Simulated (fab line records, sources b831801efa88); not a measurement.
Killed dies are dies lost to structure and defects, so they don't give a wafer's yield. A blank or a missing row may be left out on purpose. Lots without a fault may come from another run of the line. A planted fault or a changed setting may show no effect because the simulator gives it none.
Which tool did it? | flow sky130 | 11 lots, 33 wafers sampled, at 3 steps of a route of 708

WHAT THE GAUGES READ, wafer by wafer
SKY_RES_PROTECT_TW_MEAS_08.
lot  | measured     | on            | POLY_GATE_TW
L550 | day 15 08:43 | film_metro-04 | 3986 3960 3987
L553 | day 17 14:46 | film_metro-02 | 4035 4001 3998
L558 | day 18 10:22 | film_metro-04 | 3969 3974 3983
L562 | day 20 01:54 | film_metro-02 | 3496 3491 3506 3496 3499 3478
L563 | day 20 04:28 | film_metro-04 | 3484 3502 3485 3489 3506 3480
L564 | day 20 17:33 | film_metro-02 | 4033 3989 4029
L568 | day 21 23:43 | film_metro-02 | 4026 4027 4008
L569 | day 22 07:55 | film_metro-04 | 3972 3969 3977
L570 | day 22 13:50 | film_metro-02 | 4018 4025 4024
L571 | day 22 21:15 | film_metro-01 | 4033 4062 4051
L572 | day 23 09:33 | film_metro-04 | 3990 4008 4006

WHICH TOOL RAN EACH LOT (tool, then ch and the chambers of the sampled wafers, then the start)
lot  | SKY_POLY_GATE_IMPLANT_02        | SKY_RES_PROTECT_STRIP_07
L550 | implanter-02 ch 0, day 15 08:29 | plasma_asher-01 ch 0,1, day 15 08:36
L553 | implanter-04 ch 0, day 17 14:32 | plasma_asher-01 ch 0, day 17 14:40
L558 | implanter-04 ch 0, day 18 10:08 | plasma_asher-03 ch 0,1, day 18 10:15
L562 | implanter-04 ch 0, day 20 01:39 | plasma_asher-03 ch 0,1, day 20 01:48
L563 | implanter-04 ch 0, day 20 04:14 | plasma_asher-01 ch 0,1, day 20 04:22
L564 | implanter-01 ch 0, day 20 17:18 | plasma_asher-01 ch 0,1, day 20 17:27
L568 | implanter-02 ch 0, day 21 23:28 | plasma_asher-03 ch 0,1, day 21 23:37
L569 | implanter-01 ch 0, day 22 07:40 | plasma_asher-04 ch 0,1, day 22 07:49
L570 | implanter-02 ch 0, day 22 13:37 | plasma_asher-03 ch 0,1, day 22 13:46
L571 | implanter-01 ch 0, day 22 21:00 | plasma_asher-03 ch 0,1, day 22 21:09
L572 | implanter-04 ch 0, day 23 09:18 | plasma_asher-04 ch 0,1, day 23 09:27
- SKY_POLY_GATE_IMPLANT_02
- SKY_RES_PROTECT_STRIP_07: strips in O2/N2.

THE ANSWER, worked out from the rows above alone
Rule: what is usual is taken from the lots themselves. Put in order of their means at a reading, lots are off if they are a third of the lots or fewer, leave a main group of 4 or more, and stand apart from it by a gap of 3 or more times the standard deviation of the main group's means; of several such gaps the widest counts. A main group whose means are all the same, to the digits that the tables above print for the reading, isn't used. A lot without any number at a reading at which 4 lots or more have one is off too. The other lots that the step has rows for count as sound.
Off: L562, L563, at SKY_RES_PROTECT_TW_MEAS_08 (POLY_GATE_TW). The main group: mean 4005, standard deviation 24.
A tool fits if, at a process step before that reading, it ran every lot that is off, and no sound lot after the first of them. The gauges at SKY_RES_PROTECT_TW_MEAS_08 are tried like those tools. None of those tried fits.

WHAT THE SIMULATOR HAD PUT IN
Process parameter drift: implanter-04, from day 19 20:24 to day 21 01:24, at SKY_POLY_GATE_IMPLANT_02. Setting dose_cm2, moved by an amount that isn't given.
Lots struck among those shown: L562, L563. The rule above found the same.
